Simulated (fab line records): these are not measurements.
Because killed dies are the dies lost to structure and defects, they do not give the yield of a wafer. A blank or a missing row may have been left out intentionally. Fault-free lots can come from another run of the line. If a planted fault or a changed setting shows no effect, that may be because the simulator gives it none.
Chamber matching :: flow gf180mcu :: GF_PASSIVATION_CVD_02 on pecvd-01: 3 sister chambers
The step deposits Si3N4, target thk 700 nm, time 486.18 s. 14 wafers are shown with their chamber, then 7 later ones without.

== WAFERS, EACH WITH ITS CHAMBER ==
wafer: L500.1
chamber: 2
heater-power-w (W): 741

wafer: L500.3
chamber: 1
heater-power-w (W): 929

wafer: L500.5
chamber: 1
heater-power-w (W): 950

wafer: L503.2
chamber: 0
heater-power-w (W): 901

wafer: L503.5
chamber: 1
heater-power-w (W): 885

wafer: L503.6
chamber: 2
heater-power-w (W): 853

wafer: L504.1
chamber: 2
heater-power-w (W): 834

wafer: L504.2
chamber: 0
heater-power-w (W): 963

wafer: L504.6
chamber: 2
heater-power-w (W): 862

wafer: L518.1
chamber: 2
heater-power-w (W): 799

wafer: L518.3
chamber: 0
heater-power-w (W): 800

wafer: L518.4
chamber: 1
heater-power-w (W): 808

wafer: L517.1
chamber: 2
heater-power-w (W): 887

wafer: L517.5
chamber: 1
heater-power-w (W): 916

SIGNATURES (means of the wafers above)
reading: heater-power-w
chamber 0: 888.00
chamber 1: 897.60
chamber 2: 829.33
scatter within a chamber: 59.9
Rule: for each reading, subtract the chamber's mean from the wafer's reading, divide by that reading's scatter and square the result; add these up over the readings and take the root, which gives the wafer's distance from the chamber. The wafer belongs to the nearest chamber; if the next one is less than 2 further off, it can't be placed. The scatter is the square root of a quotient: the sum, over the shown wafers, of each reading's squared deviation from its chamber's mean, divided by wafers minus chambers.

== WAFERS MISSING THEIR CHAMBER ==
wafer: L517.6
heater-power-w (W): 906

wafer: L519.1
heater-power-w (W): 828

wafer: L519.2
heater-power-w (W): 911

wafer: L519.4
heater-power-w (W): 878

wafer: L520.3
heater-power-w (W): 868

wafer: L520.4
heater-power-w (W): 884

wafer: L520.6
heater-power-w (W): 717

== EACH ONE'S CHAMBER ==
wafer: L517.6
from the rows above: can't be placed: 1 or 0 or 2
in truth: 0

wafer: L519.1
from the rows above: can't be placed: 2 or 0 or 1
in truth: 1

wafer: L519.2
from the rows above: can't be placed: 1 or 0 or 2
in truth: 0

wafer: L519.4
from the rows above: can't be placed: 0 or 1 or 2
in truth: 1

wafer: L520.3
from the rows above: can't be placed: 0 or 1 or 2
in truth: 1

wafer: L520.4
from the rows above: can't be placed: 0 or 1 or 2
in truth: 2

wafer: L520.6
from the rows above: can't be placed: 2 or 0 or 1
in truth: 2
Correct placement for 0 of the 7. Unplaceable from these rows: 7, with the true chamber sitting among the candidates in 7. Number placed wrongly: 0.
